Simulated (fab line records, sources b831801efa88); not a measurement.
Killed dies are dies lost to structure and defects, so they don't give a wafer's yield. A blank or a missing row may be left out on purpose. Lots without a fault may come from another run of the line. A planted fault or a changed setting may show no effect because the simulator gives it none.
A struck lot beside a sound one | flow sky130 | 17 steps out of a route of 708
Sound: wafers L675.1, L675.2, L675.4. Struck: wafers L690.2, L690.3, L690.4. The cause comes at the end.
At each step with rows: each side's tool, then ch and its chambers, then its first start. Under that, the readings that differ: sound wafers | struck wafers | difference of the means | sigmas: that difference in standard deviations of wafers without a fault.
alike: readings whose means differ by less than 2 such deviations, and words and numbers that are the same on both sides. not compared: withheld readings, readings that some wafer has no value for, bounds like >300 that may hide the same value, and numbers for which the record gives no deviation and whose values overlap.
The two part at a step that has a row with sigmas, a row that says differs or no value, or rows on one side only. Numbers that don't overlap but have no deviation are shown without sigmas and don't part them. A reading that every wafer of one side lacks parts them only if that side has two wafers or more.

first, 1 step without rows for these wafers: SKY_LDD_N_IMPLANT_15.
SKY_LDD_N_STRIP_16: strips in O2/N2.
  sound on plasma_asher-03 ch 0,1, day 19 02:59; struck on plasma_asher-03 ch 0,1, day 24 04:53
  alike: drypump_motor_current_A, oes_product_au, strip_time_to_endpoint_s
  not compared: rf_hours_counter_h
SKY_LDD_N_TW_MEAS_17:
  sound on film_metro-03, day 19 03:05; struck on film_metro-04, day 24 05:00
  alike: LDD_N_TW
then, 7 steps without rows for these wafers: SKY_LDD_P_DEHYDRATE_00 (time 60 s); SKY_LDD_P_HMDS_01 (prime time 60 s); SKY_LDD_P_COAT_02 (resist thk 1140 nm); SKY_LDD_P_SOFTBAKE_03 (time 60 s); SKY_LDD_P_EXPOSE_04 (exposes mask PSDM, target cd 380 nm); SKY_LDD_P_PEB_05; SKY_LDD_P_DEVELOP_06 (develop time 60 s).
SKY_LDD_P_CD_MEAS_07: target cd 380 nm.
  sound on cd_sem-01, day 20 10:13; struck on cd_sem-02, day 25 09:50
  alike: cd_nm
SKY_LDD_P_OVL_MEAS_08:
  sound on overlay-02, day 20 10:20; struck on overlay-01, day 25 09:56
  alike: LDD_P_OVL
SKY_LDD_P_IMPLANT_09:
  sound on implanter-02 ch 0, day 20 10:22; struck on implanter-02 ch 0, day 25 09:59
SKY_LDD_P_STRIP_10: strips in O2/N2.
  sound on plasma_asher-04 ch 0,1, day 20 10:31; struck on plasma_asher-02 ch 0,1, day 25 10:07
  alike: drypump_motor_current_A, oes_product_au, strip_time_to_endpoint_s
  not compared: rf_hours_counter_h
SKY_LDD_P_TW_MEAS_11:
  sound on film_metro-02, day 20 10:37; struck on film_metro-04, day 25 10:14
  reading  | sound       | struck      | difference | sigmas
  LDD_P_TW | 631 628 624 | 598 597 597 | -30        | -9
then, 1 step without rows for these wafers: SKY_LDD_HVN_DEHYDRATE_00 (time 60 s).
-- the record jumps here: 24 days lie between the struck wafers' starts before and after (it left off in module LDD_HVN and takes up again in module PAD_OPEN, whose first step shown is number 708 of the route) --
SKY_PAD_OPEN_PROBE_99:
  sound on prober-01, day 46 18:50; struck on prober-01, day 49 18:43
  reading                                     | sound                | struck               | difference | sigmas
  model.etest.tip_p.rs_ohm_sq_range           | 151.6 199.4 202.4    | 1769 1877 1976       | +1690      |
  model.etest.tip_p.rs_ohm_sq                 | 7042 7007 6997       | 8516 8596 8581       | +1549      |
  model.etest.tip_p.rs_ohm_sq_rim_less_centre | -75.09 -98.74 -18.93 | -752.9 -883.6 -880.4 | -774.7     |
  alike: killed_at_M0_to_M3, killed_at_M4_up, killed_at_contacts, killed_at_front_end, killed_at_other, killed_dies, killed_open, killed_short
  not compared: model.etest.pfet_01v8.drive_ua_um_range, model.etest.pfet_01v8.vt_v_range

WHERE THEY PART
Only at SKY_LDD_P_TW_MEAS_11, within this record. Later steps at which nothing parts them and some readings are alike: SKY_PAD_OPEN_PROBE_99.

WHY: what the simulator had put in
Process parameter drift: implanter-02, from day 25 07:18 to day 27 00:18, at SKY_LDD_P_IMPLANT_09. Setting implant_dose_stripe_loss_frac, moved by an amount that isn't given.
